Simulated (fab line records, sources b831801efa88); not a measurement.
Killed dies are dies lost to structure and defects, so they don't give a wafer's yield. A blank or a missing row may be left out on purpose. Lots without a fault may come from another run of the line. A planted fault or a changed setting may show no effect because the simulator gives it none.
A struck lot beside a sound one | flow sky130 | 14 steps out of a route of 708
Sound: wafers L116.1, L116.3, L116.6. Struck: wafers L121.1, L121.5, L121.6. The cause comes at the end.
At each step with rows: each side's tool, then ch and its chambers, then its first start. Under that, the readings that differ: sound wafers | struck wafers | difference of the means | sigmas: that difference in standard deviations of wafers without a fault.
alike: readings whose means differ by less than 2 such deviations, and words and numbers that are the same on both sides. not compared: withheld readings, readings that some wafer has no value for, bounds like >300 that may hide the same value, and numbers for which the record gives no deviation and whose values overlap.
The two part at a step that has a row with sigmas, a row that says differs or no value, or rows on one side only. Numbers that don't overlap but have no deviation are shown without sigmas and don't part them. A reading that every wafer of one side lacks parts them only if that side has two wafers or more.

SKY_LDD_LDN_TW_MEAS_13:
  sound on film_metro-01, day 24 08:40; struck on film_metro-01, day 25 13:15
  alike: LDD_LDN_TW
then, 2 steps without rows for these wafers: SKY_LDD_LDN_CLEAN_14 (cleans in SC1/SC2, time 150 s); SKY_SPACER_CVD_00 (deposits Si3N4 from DCS/NH3, target thk 43.1 nm, time 740 s).
SKY_SPACER_THK_MEAS_01:
  sound on film_metro-02, day 24 09:59; struck on film_metro-03, day 25 14:34
  reading                | sound          | struck         | difference | sigmas
  SPACER_CVD_00_THK (nm) | 43.7 43.4 43.2 | 42.5 42.5 42.3 | -1.0       | -3
SKY_SPACER_ETCHBACK_02: etches Si3N4 in CH3F/O2, stops on SiO2, time 46.7 s, target depth 45 nm.
  sound on rie_diel-02 ch 0,1, day 24 10:03; struck on rie_diel-03 ch 0,3, day 25 14:37
  alike: drypump_motor_current_A, oes_product_au, throttle_valve_pct
  not compared: rf_hours_counter_h
then, 7 steps without rows for these wafers: SKY_POLY_CUT_DEHYDRATE_00 (time 60 s); SKY_POLY_CUT_HMDS_01 (prime time 60 s); SKY_POLY_CUT_COAT_02 (resist thk 60 nm); SKY_POLY_CUT_COAT_03 (resist thk 450 nm); SKY_POLY_CUT_SOFTBAKE_04 (time 90 s); SKY_POLY_CUT_EXPOSE_05 (exposes mask NPCM, target cd 270 nm); SKY_POLY_CUT_PEB_06.
SKY_POLY_CUT_DEVELOP_07: develop time 60 s.
  sound on litho_track-02 ch 0, day 25 15:00; struck on litho_track-03, day 26 18:00
  no value came back on the struck wafers for chill_plate_temp_C (C), develop_time_s (s); on the sound wafers chill_plate_temp_C (C) reads 23.12 22.95 23.07
  reading                                         | sound             | struck            | difference | sigmas
  model.KrF-thick_of_POLY_CUT_COAT_03.thk_nm (nm) | 436.5 436.5 436.3 | 450.8 452.2 452.1 | +15.3      |
SKY_POLY_CUT_CD_MEAS_08: target cd 270 nm.
  sound on cd_sem-01, day 25 16:03; struck on cd_sem-02, day 26 18:52
  reading    | sound             | struck | difference                    | sigmas
  cd_nm (nm) | 269.3 269.5 269.6 | - - -  | no value on the struck wafers |

WHERE THEY PART
First at SKY_SPACER_THK_MEAS_01; last, within this record, at SKY_POLY_CUT_CD_MEAS_08.

WHY: what the simulator had put in
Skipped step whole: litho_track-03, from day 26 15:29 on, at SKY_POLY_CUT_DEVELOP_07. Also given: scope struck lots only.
